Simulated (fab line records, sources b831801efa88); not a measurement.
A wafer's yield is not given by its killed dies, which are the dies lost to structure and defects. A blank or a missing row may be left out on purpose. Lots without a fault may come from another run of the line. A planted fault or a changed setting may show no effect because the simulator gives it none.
Which tool was responsible? ; flow sky130 ; 21 wafers sampled from 7 lots at 1 step of a route of 708

## WHAT EACH GAUGE READ, for each wafer
SKY_FIELD_ISO_CD_MEAS_13: target cd 150 nm.
lot;measured;on;cd nm (nm)
L497;day 2 16:57;cd sem-02;150.3 150.7 149.3
L500;day 3 06:18;cd sem-01;150.5 151.4 150.1
L503;day 3 23:06;cd sem-01;151.9 150.9 152.9
L507;day 4 23:27;cd sem-01;149.7 150.6 151.3
L509;day 5 05:54;cd sem-02;152.9 153.8 151.9
L513;day 6 02:08;cd sem-02;150.3 150.7 150.7
L517;day 7 01:22;cd sem-02;149.0 147.9 149.0

## TOOL THAT RAN EACH LOT (tool first, then ch and the chambers of the sampled wafers, then the start)
The record holds no process step before these readings.

## THE ANSWER, worked out from the rows above alone
Rule: what is usual is taken from the lots themselves. Put in order of their means at a reading, lots are off if they are a third of the lots or fewer, leave a main group of 4 or more, and stand apart from it by a gap of 3 or more times the standard deviation of the main group's means; of several such gaps the widest counts. If all means in a main group match to the digits the tables above print for the reading, that group is not used. A lot without any number at a reading at which 4 lots or more have one is off too. The other lots that the step has rows for count as sound.
Across all readings shown, no lot is off: no conclusion can be drawn from this.

## WHAT THE SIMULATOR PUT IN
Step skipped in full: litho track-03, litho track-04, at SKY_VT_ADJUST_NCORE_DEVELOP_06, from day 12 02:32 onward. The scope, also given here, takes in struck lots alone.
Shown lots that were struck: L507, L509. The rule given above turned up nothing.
